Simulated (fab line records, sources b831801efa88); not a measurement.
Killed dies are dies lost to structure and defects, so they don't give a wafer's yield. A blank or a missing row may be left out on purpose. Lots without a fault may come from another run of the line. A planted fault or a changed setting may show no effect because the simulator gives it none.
Chamber matching | flow gf180mcu | GF_POLY_GATE_ETCH_13 on rie_si-02: 4 sister chambers
The step etches poly-Si in HBr/Cl2, stops on SiO2, target depth 198.5 nm, time 69.6 s. 16 wafers are shown with their chamber, then 8 later ones without.

WAFERS WITH THEIR CHAMBER
wafer  | chamber | drypump_motor_current_A (A) | throttle_valve_pct (%) | oes_product_au (a.u.)
L885.4 | 0       | 4.9                         | 33.685                 | 0.994
L885.5 | 0       | 4.8                         | 33.666                 | 0.996
L885.6 | 3       | 5.6                         | 33.691                 | 0.983
L886.1 | 0       | 4.8                         | 33.673                 | 0.988
L886.2 | 1       | 5.7                         | 33.683                 | 0.985
L886.4 | 2       | 5.9                         | 33.699                 | 1.002
L888.1 | 0       | 4.9                         | 33.694                 | 0.994
L888.3 | 1       | 5.7                         | 33.697                 | 0.989
L888.5 | 0       | 4.9                         | 33.672                 | 0.980
L890.2 | 2       | 5.8                         | 33.684                 | 0.988
L890.3 | 3       | 5.6                         | 33.691                 | 0.982
L890.4 | 1       | 5.7                         | 33.700                 | 0.986
L891.1 | 0       | 4.8                         | 33.669                 | 0.993
L891.3 | 2       | 5.8                         | 33.683                 | 0.995
L891.6 | 2       | 5.8                         | 33.678                 | 0.984
L892.1 | 1       | 5.7                         | 33.698                 | 0.987

SIGNATURES (means of the wafers above)
reading                 | chamber 0 | chamber 1 | chamber 2 | chamber 3 | scatter within a chamber
drypump_motor_current_A | 4.850     | 5.700     | 5.825     | 5.600     | 0.0433
throttle_valve_pct      | 33.67650  | 33.69450  | 33.68600  | 33.69100  | 0.00915
oes_product_au          | 0.99083   | 0.98675   | 0.99225   | 0.98250   | 0.00559
Rule: a wafer's distance from a chamber is the root of the sum, over the readings, of the square of ((its reading less the chamber's mean) divided by the reading's scatter). The wafer belongs to the nearest chamber; if the next one is less than 2 further off, it can't be placed. The scatter: the root of (the sum of the squares of (reading less its chamber's mean) over the shown wafers, divided by (wafers less chambers)).

WAFERS WITHOUT THEIR CHAMBER
wafer  | drypump_motor_current_A (A) | throttle_valve_pct (%) | oes_product_au (a.u.)
L892.2 | 4.8                         | 33.699                 | 0.998
L892.5 | 5.8                         | 33.679                 | 0.996
L897.2 | 5.9                         | 33.689                 | 0.991
L897.5 | 4.8                         | 33.695                 | 0.989
L897.6 | 5.9                         | 33.689                 | 0.990
L899.1 | 5.9                         | 33.676                 | 1.000
L899.4 | 5.6                         | 33.686                 | 0.999
L899.6 | 5.9                         | 33.693                 | 1.008

WHICH CHAMBER EACH WENT THROUGH
wafer  | from the rows above     | in truth
L892.2 | 0                       | 0
L892.5 | 2                       | 2
L897.2 | 2                       | 2
L897.5 | 0                       | 0
L897.6 | 2                       | 2
L899.1 | 2                       | 2
L899.4 | can't be placed: 3 or 1 | 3
L899.6 | 2                       | 2
Placed correctly: 7 of 8. Can't be placed from these rows: 1 (the true chamber is among the candidates in 1). Placed wrongly: 0.
